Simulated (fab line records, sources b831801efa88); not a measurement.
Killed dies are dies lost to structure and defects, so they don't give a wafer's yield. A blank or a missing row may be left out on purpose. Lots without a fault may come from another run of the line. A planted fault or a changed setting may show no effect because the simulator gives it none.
A struck lot beside a sound one | flow sky130 | 38 steps out of a route of 708
Sound: wafers L391.1, L391.2, L391.3. Struck: wafers L399.4, L399.5, L399.6. The cause comes at the end.
At each step with rows: each side's tool, then ch and its chambers, then its first start. Under that, the readings that differ: sound wafers | struck wafers | difference of the means | sigmas: that difference in standard deviations of wafers without a fault.
alike: readings whose means differ by less than 2 such deviations, and words and numbers that are the same on both sides. not compared: withheld readings, readings that some wafer has no value for, bounds like >300 that may hide the same value, and numbers for which the record gives no deviation and whose values overlap.
The two part at a step that has a row with sigmas, a row that says differs or no value, or rows on one side only. Numbers that don't overlap but have no deviation are shown without sigmas and don't part them. A reading that every wafer of one side lacks parts them only if that side has two wafers or more.

first, 10 steps without rows for these wafers: SKY_POLY_CUT_EXPOSE_05 (exposes mask NPCM, target cd 270 nm); SKY_POLY_CUT_PEB_06; SKY_POLY_CUT_DEVELOP_07 (develop time 60 s); SKY_POLY_CUT_ETCH_10 (etches BARC in N2/H2, stops on SiO2, time 45.9 s, target depth 60 nm); SKY_POLY_CUT_ETCH_11 (etches Si3N4 in CF4/CH2F2/Ar, stops on poly-Si, time 42.5 s, target depth 60 nm); SKY_POLY_CUT_STRIP_12 (strips in O2/N2); SKY_SD_P_DEHYDRATE_00 (time 60 s); SKY_SD_P_HMDS_01 (prime time 60 s); SKY_SD_P_COAT_02 (resist thk 1140 nm); SKY_SD_P_SOFTBAKE_03 (time 60 s).
SKY_SD_P_EXPOSE_04: exposes mask PSDM, target cd 380 nm.
  sound on iline_stepper-02 ch 0, day 26 01:05; struck on iline_stepper-02 ch 0, day 28 18:39
  reading                      | sound                | struck            | difference | sigmas
  model.SD_P.overlay_x_nm (nm) | -1.557 -1.557 -1.557 | 70.16 70.16 70.16 | +71.72     |
  alike: mask
then, 2 steps without rows for these wafers: SKY_SD_P_PEB_05; SKY_SD_P_DEVELOP_06 (develop time 60 s).
SKY_SD_P_OVL_MEAS_08:
  sound on overlay-01, day 26 14:53; struck on overlay-01, day 29 08:38
  reading       | sound          | struck         | difference | sigmas
  SD_P_OVL (nm) | -3.1 -2.9 -2.4 | 70.4 70.0 70.6 | +73.1      | +49
then, 21 steps without rows for these wafers: SKY_SD_P_IMPLANT_09; SKY_SD_P_STRIP_10 (strips in O2/N2); SKY_RES_XHIGH_DEHYDRATE_00 (time 60 s); SKY_RES_XHIGH_HMDS_01 (prime time 60 s); SKY_RES_XHIGH_COAT_02 (resist thk 1140 nm); SKY_RES_XHIGH_SOFTBAKE_03 (time 60 s); SKY_RES_XHIGH_EXPOSE_04 (exposes mask URPM, target cd 1270 nm); SKY_RES_XHIGH_PEB_05; SKY_RES_XHIGH_DEVELOP_06 (develop time 60 s); SKY_RES_XHIGH_IMPLANT_07; SKY_RES_XHIGH_STRIP_08 (strips in O2/N2); SKY_SD_N_DEHYDRATE_00 (time 60 s); SKY_SD_N_HMDS_01 (prime time 60 s); SKY_SD_N_COAT_02 (resist thk 1140 nm); SKY_SD_N_SOFTBAKE_03 (time 60 s); SKY_SD_N_EXPOSE_04 (exposes mask NSDM, target cd 380 nm); SKY_SD_N_PEB_05; SKY_SD_N_DEVELOP_06 (develop time 60 s); SKY_SD_N_IMPLANT_09; SKY_SD_N_IMPLANT_10; SKY_SD_N_STRIP_11 (strips in O2/N2).
-- the record jumps here: 13 days lie between the struck wafers' starts before and after (it left off in module SD_N and takes up again in module METAL3, whose first step shown is number 565 of the route) --
SKY_METAL3_DESCUM_15: chemistry O2, time 8 s.
  sound on rie_metal-01 ch 0,1, day 39 15:01; struck on rie_metal-04 ch 0,1, day 41 23:17
  reading                 | sound             | struck            | difference | sigmas
  model.METAL3.cd_nm (nm) | 298.8 299.8 298.5 | 313.9 315.7 316.4 | +16.3      |
  alike: drypump_motor_current_A, oes_product_au
  not compared: rf_hours_counter_h
SKY_METAL3_METAL_ETCH_18: etches the open film in Cl2/BCl3, stops on SiO2, target depth 845 nm, time 183.1 s.
  sound on rie_metal-04 ch 0,1, day 39 15:10; struck on rie_metal-01 ch 0,1, day 41 23:29
  reading                 | sound           | struck          | difference | sigmas
  model.METAL3.cd_nm (nm) | 301.2 306 299.1 | 315 321.6 313.8 | +15        |
  alike: drypump_motor_current_A, oes_product_au, throttle_valve_pct
  not compared: rf_hours_counter_h
-- the record jumps here: 7 days lie between the struck wafers' starts before and after (it left off in module METAL3 and takes up again in module PAD_OPEN, whose first step shown is number 708 of the route) --
SKY_PAD_OPEN_PROBE_99:
  sound on prober-02, day 46 16:58; struck on prober-01, day 48 15:47
  reading                        | sound              | struck              | difference | sigmas
  model.etest.met3.width_nm (nm) | 300.9 307.1 297.6  | 314.6 320.9 314.3   | +14.7      |
  model.etest.met3.line_ohm_um   | 0.1417 0.138 0.142 | 0.1365 0.1318 0.134 | -0.0065    |
  alike: killed_at_M0_to_M3, killed_at_M4_up, killed_at_contacts, killed_at_front_end, killed_at_other, killed_dies, killed_open, killed_short

WHERE THEY PART
Only at SKY_SD_P_OVL_MEAS_08, within this record. Later steps at which nothing parts them and some readings are alike: SKY_METAL3_DESCUM_15, SKY_METAL3_METAL_ETCH_18, SKY_PAD_OPEN_PROBE_99.

WHY: what the simulator had put in
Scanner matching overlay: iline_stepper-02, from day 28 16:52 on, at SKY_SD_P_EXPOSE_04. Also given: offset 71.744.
